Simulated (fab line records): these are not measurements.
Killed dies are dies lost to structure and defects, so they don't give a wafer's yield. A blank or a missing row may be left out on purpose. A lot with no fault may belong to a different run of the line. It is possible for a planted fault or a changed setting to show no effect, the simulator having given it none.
Struck lot and sound lot, side by side	flow sky130	15 out of 708 route steps
Sound: wafers L648.2, L648.3, L648.5. Struck: wafer L658.6. (L658.2, L658.4 of the same lot were not struck and are left out.) The cause comes at the end.
Order at every step that has rows: each side's tool, ch and its chambers, its first start. Under that, the readings that differ: sound wafers	struck wafers	difference of the means	sigmas: that difference in standard deviations of wafers without a fault.
alike: same words and numbers on both sides, and readings whose means sit less than 2 such deviations apart. not compared: any withheld reading, any reading some wafer has no value for, any bound like >300 that may hide the same value, and any number with overlapping values for which the record gives no deviation.
Wherever a step has rows on one side only, a row that says differs or no value, or a row with sigmas, the two part there. Numbers that don't overlap but have no deviation are shown without sigmas and don't part them. A reading that every wafer of one side lacks parts them only if that side has two wafers or more.

SKY_SD_N_OVL_MEAS_08:
  struck on overlay-02, day 33 18:15; sound on overlay-01, day 30 11:48
  alike: SD_N_OVL
then, 2 steps without rows for these wafers: SKY_SD_N_IMPLANT_09; SKY_SD_N_IMPLANT_10.
SKY_SD_N_STRIP_11: strips in O2/N2.
  sound on plasma asher-01 ch 0,1, day 30 12:08; struck on plasma asher-04 ch 1, day 33 18:35
  alike: drypump motor current A, oes product au, strip time to endpoint s
  not compared: rf hours counter h
SKY_SD_N_TW_MEAS_12:
  struck on film metro-03, day 33 18:41; sound on film metro-01, day 30 12:14
  alike: SD_N_TW
then, 1 step without rows for these wafers: SKY_SD_N_CLEAN_13 (cleans in SC1/SC2, time 150 s).
SKY_SD_N_RTA_14: time 2 s.
  sound on rtp anneal-02 ch 0, day 30 12:21; struck on rtp anneal-01 ch 0, day 33 18:48
  alike: lamp power pct, ramp down c per s, wafer_temp_C_max
SKY_SD_N_RS_MEAS_16: uses a four-point probe to measure.
  struck on film metro-04, day 33 18:59; sound on film metro-03, day 30 12:32
  alike: SD_N_RS
SKY_SD_N_RS_MEAS_17: uses a four-point probe to measure.
  struck on film metro-04, day 33 19:06; sound on film metro-03, day 30 12:39
  alike: SD_P_RS
SKY_SD_N_RS_MEAS_18: uses a four-point probe to measure.
  struck on film metro-04, day 33 19:13; sound on film metro-03, day 30 12:46
  alike: RES_XHIGH_RS
then, 1 step without rows for these wafers: SKY_SALICIDE_CLEAN_00 (cleans in HF-last, time 30 s).
SKY_LI_CONTACT_HDPCVD_00: deposits PSG, target thk 930 nm, time 155 s.
  sound on hdpcvd-01 ch 0,1, day 30 12:53; struck on hdpcvd-01 ch 1, day 33 19:20
reading	sound	struck	difference	sigmas
model.PSG_of_LI_CONTACT_HDPCVD_00.thk nm (nm)	924 941.2 927.8	728.5	-202.5	
SKY_LI_CONTACT_THK_MEAS_01:
  struck on film metro-03, day 33 19:44; sound on film metro-01, day 30 13:00
reading	sound	struck	difference	sigmas
LI_CONTACT_HDPCVD_THK (nm)	924 941 928	728	-203	-22
  not compared: hold
SKY_LI_CONTACT_CMP_02: polishes PSG.
  sound on cmp-01 ch 0,2,3, day 30 13:09; struck on cmp-01 ch 2, day 33 22:56
reading	sound	struck	difference	sigmas
hold	- - -	await dispo/3.1h/release	no value on the sound wafers	
time to endpoint s (s)	32.0 37.5 30.8	16.4	-17.0	-7
  alike: motor current A, retaining ring pressure frac
SKY_LI_CONTACT_BOW_MEAS_03:
  struck on film metro-03, day 33 23:16; sound on film metro-04, day 30 13:22
  alike: LI_CONTACT_BOW

## WHERE THEY PART
Last at SKY_LI_CONTACT_CMP_02 as far as this record goes, first at SKY_LI_CONTACT_THK_MEAS_01. Later steps at which nothing parts them and some readings are alike: SKY_LI_CONTACT_BOW_MEAS_03.

WHY: what the simulator had put in
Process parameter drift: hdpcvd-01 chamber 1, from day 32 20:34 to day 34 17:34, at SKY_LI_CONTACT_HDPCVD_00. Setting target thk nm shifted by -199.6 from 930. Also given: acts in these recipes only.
